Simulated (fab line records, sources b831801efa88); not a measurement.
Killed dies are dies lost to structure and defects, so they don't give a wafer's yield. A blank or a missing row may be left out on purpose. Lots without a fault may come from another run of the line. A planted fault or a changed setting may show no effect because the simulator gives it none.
Which tool did it? | flow gf180mcu | 24 lots, 72 wafers sampled, at 3 steps of a route of 602

WHAT THE GAUGES READ, wafer by wafer
GF_STI_BOW_MEAS_00.
lot  | measured    | on            | INCOMING_BOW (um)
L074 | day 1 10:00 | film_metro-01 | -3 -11 2
L075 | day 1 15:00 | film_metro-03 | -10 2 3
L076 | day 1 20:00 | film_metro-03 | -5 3 -6
L077 | day 2 01:01 | film_metro-04 | 8 10 0
L078 | day 2 06:00 | film_metro-01 | 1 -5 3
L079 | day 2 11:01 | film_metro-03 | -4 1 -3
L080 | day 2 16:00 | film_metro-01 | -3 -6 3
L081 | day 2 21:01 | film_metro-03 | -1 -2 0
L082 | day 3 02:00 | film_metro-04 | 4 -7 -9
L083 | day 3 07:01 | film_metro-01 | -4 15 -1
L084 | day 3 12:00 | film_metro-03 | 9 -2 -2
L085 | day 3 17:00 | film_metro-04 | -1 -7 -3
L086 | day 3 22:01 | film_metro-03 | -2 -1 5
L087 | day 4 03:01 | film_metro-01 | 1 9 4
L088 | day 4 08:00 | film_metro-03 | 0 -2 0
L089 | day 4 13:00 | film_metro-03 | 8 2 4
L090 | day 4 18:01 | film_metro-04 | -5 2 -13
L091 | day 4 23:00 | film_metro-03 | 0 14 -7
L092 | day 5 04:02 | film_metro-03 | -3 2 0
L093 | day 5 09:01 | film_metro-03 | -3 3 -2
L094 | day 5 14:01 | film_metro-04 | -4 -1 -6
L095 | day 5 19:00 | film_metro-04 | -3 0 9
L096 | day 6 00:00 | film_metro-01 | 9 -4 -7
L097 | day 6 05:00 | film_metro-01 | -10 5 -5

GF_V2_THK_MEAS_25: measures by xrf.
lot  | measured     | on            | V2_W_THK (nm)
L074 | day 20 09:45 | film_metro-02 | 354 350 365
L075 | day 20 19:34 | film_metro-01 | 352 353 351
L076 | day 21 01:22 | film_metro-02 | 347 346 353
L077 | day 21 17:34 | film_metro-01 | 347 352 344
L078 | day 21 23:32 | film_metro-04 | 351 350 346
L079 | day 22 10:17 | film_metro-01 | 357 354 357
L080 | day 22 16:02 | film_metro-02 | 343 346 339
L081 | day 23 00:09 | film_metro-01 | 347 351 348
L082 | day 23 05:53 | film_metro-02 | 348 349 348
L083 | day 23 13:13 | film_metro-04 | 347 335 341
L084 | day 24 02:33 | film_metro-01 | 349 342 348
L085 | day 24 17:16 | film_metro-02 | 350 347 348
L086 | day 24 17:55 | film_metro-02 | 351 349 357
L087 | day 25 01:07 | film_metro-04 | 348 349 353
L088 | day 25 05:45 | film_metro-04 | 354 352 354
L089 | day 25 12:37 | film_metro-04 | 353 358 348
L090 | day 25 23:19 | film_metro-04 | 350 357 352
L091 | day 26 05:48 | film_metro-02 | 351 345 347
L092 | day 26 11:49 | film_metro-04 | 349 347 348
L093 | day 26 20:00 | film_metro-02 | 355 361 355
L094 | day 27 04:48 | film_metro-02 | 349 352 354
L095 | day 27 16:30 | film_metro-02 | 353 350 357
L096 | day 27 18:04 | film_metro-01 | 354 345 354
L097 | day 27 23:35 | film_metro-02 | 343 349 347

GF_M3_CD_MEAS_14: target cd 280 nm.
lot  | measured     | on        | cd_nm (nm)
L074 | day 21 10:19 | cd_sem-02 | 279.7 278.6 279.8
L075 | day 21 20:54 | cd_sem-02 | 279.6 278.9 278.7
L076 | day 22 01:34 | cd_sem-02 | 279.0 278.6 278.9
L077 | day 22 16:10 | cd_sem-01 | 280.3 279.3 280.1
L078 | day 22 22:45 | cd_sem-02 | 277.5 278.0 277.8
L079 | day 23 09:41 | cd_sem-01 | 279.6 279.9 279.0
L080 | day 23 14:46 | cd_sem-02 | 281.2 280.4 281.6
L081 | day 23 23:07 | cd_sem-01 | 277.9 278.0 279.4
L082 | day 24 04:31 | cd_sem-01 | 279.6 278.7 280.8
L083 | day 24 11:25 | cd_sem-02 | 278.0 279.2 280.0
L084 | day 25 01:17 | cd_sem-02 | 280.6 279.9 280.8
L085 | day 25 15:01 | cd_sem-01 | 279.0 278.4 277.8
L086 | day 25 15:40 | cd_sem-02 | 279.2 279.3 278.8
L087 | day 25 22:23 | cd_sem-02 | 280.1 279.9 278.9
L088 | day 26 03:29 | cd_sem-02 | 280.2 282.1 281.6
L089 | day 26 09:06 | cd_sem-01 | 278.7 277.4 276.6
L090 | day 26 21:35 | cd_sem-02 | 280.2 279.9 279.7
L091 | day 27 02:34 | cd_sem-01 | 280.0 280.3 279.8
L092 | day 27 08:52 | cd_sem-02 | 280.8 282.0 280.4
L093 | day 27 16:41 | cd_sem-01 | 278.7 277.9 277.7
L094 | day 28 01:13 | cd_sem-01 | 279.9 278.2 280.1
L095 | day 28 12:31 | cd_sem-01 | 279.5 278.9 278.0
L096 | day 28 14:10 | cd_sem-02 | 280.9 279.9 279.7
L097 | day 28 20:02 | cd_sem-01 | 280.1 280.3 278.7

WHICH TOOL RAN EACH LOT (tool, then ch and the chambers of the sampled wafers, then the start)
The record holds no process step before these readings.

WHAT THE TOOLS THEMSELVES READ (means of the sampled wafers that have a number; where no wafer has one, the mark that the record gives instead)
The record holds no such reading with a usual standard deviation.

THE ANSWER, worked out from the rows above alone
Rule: what is usual is taken from the lots themselves. Put in order of their means at a reading, lots are off if they are a third of the lots or fewer, leave a main group of 4 or more, and stand apart from it by a gap of 3 or more times the standard deviation of the main group's means; of several such gaps the widest counts. A main group whose means are all the same, to the digits that the tables above print for the reading, isn't used. A lot without any number at a reading at which 4 lots or more have one is off too. The other lots that the step has rows for count as sound. The gauges are gone through in route order, then the tools' own readings, and for those a lot's mean is taken as printed above. The first step at which some lot is off is used, and at that step the reading that is off furthest; a lot without a number counts as furthest.
No lot is off at any reading shown: from this, nothing can be told.

WHAT THE SIMULATOR HAD PUT IN
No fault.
